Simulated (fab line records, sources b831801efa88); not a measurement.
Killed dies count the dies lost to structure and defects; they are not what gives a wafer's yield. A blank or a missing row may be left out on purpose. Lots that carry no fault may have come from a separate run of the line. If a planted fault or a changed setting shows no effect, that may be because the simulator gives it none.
One fault through the eyes of 2 desks    flow gf180mcu    what lay behind the numbers comes last; until then each desk has only its own

METROLOGY DESK
What the gauges read for every lot (on any tool): the sampled wafers with a number, averaged. Marked OUT: a lot whose mean sits more than 4 standard deviations from the usual mean, which makes it out of limits; the brackets give that distance.
Columns: A = V5_W_RS at GF_V5_RS_MEAS_24, usual 0.328 ohm/sq; B = V5_W_THK at GF_V5_THK_MEAS_25, usual 344 nm; C = TOP_METAL_ALCU_RS at GF_TOP_METAL_RS_MEAS_05, usual 0.0331 ohm/sq; D = TOP_METAL_ALCU_THK at GF_TOP_METAL_THK_MEAS_06, usual 893 nm; E = cd nm at GF_TOP_METAL_CD_MEAS_14, usual 440.4 nm; F = TOP_METAL_OVL at GF_TOP_METAL_OVL_MEAS_15, usual -1.1 nm
lot   first seen here  A      B    C       D    E      F
L826  day 28 20:06     0.333  343  0.0332  884  442.9  -2.5
L827  day 29 08:55     0.330  338  0.0329  899  439.8  -1.8
L833  day 30 22:13     0.333  344  0.0332  892  441.1  -1.0
L835  day 31 15:32     0.328  343  0.0333  881  441.7  -0.2
L840  day 33 00:04     0.322  350  0.0329  893  440.5  -1.1
L842  day 33 07:11     0.325  346  0.0335  884  439.7  -1.9
This desk found nothing out of limits on any of the 6 lots.

TOOL OWNER'S DESK, pvd sputter-03
At GF_TOP_METAL_SPUTTER_04 (material TiN, target thk 25 nm, time 20.8 s) the tool's own readings: per lot run on this tool, the mean of the sampled wafers that have a number. Marked OUT: a lot whose mean sits more than 4 standard deviations from the usual mean, which makes it out of limits; the brackets give that distance.
Columns: A = cathode dc power W at GF_TOP_METAL_SPUTTER_04, usual 6500.0 W; B = throttle valve pct at GF_TOP_METAL_SPUTTER_04, usual 29.6 %
lot   first seen here  A                         B
L827  day 29 09:36     6499.5                    29.8
L833  day 30 22:54     6999.2 (+99 or more) OUT  29.4
L835  day 31 16:09     7000.0 (+99 or more) OUT  29.9
This desk's finding: out of limits on L833, L835; first on L833, day 30 22:54 (cathode dc power W at GF_TOP_METAL_SPUTTER_04). In limits: L827.

TAKEN TOGETHER
The tool owner's desk could have raised an alarm at day 30 22:54, on L833, L835.
Metrology desk: nothing out of limits seen.
The metrology desk has L833, L835 on record, within its limits.
All the named lots went through GF_TOP_METAL_SPUTTER_04 on pvd sputter-03.

WHAT HAD BEEN PUT IN BY THE SIMULATOR
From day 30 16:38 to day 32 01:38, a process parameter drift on pvd sputter-03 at GF_TOP_METAL_SPUTTER_04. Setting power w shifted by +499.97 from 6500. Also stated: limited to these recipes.
Lots struck among those shown: L833, L835.
How many hours passed from the start of the fault until each desk's first out-of-limits reading: the tool owner's desk, 6.
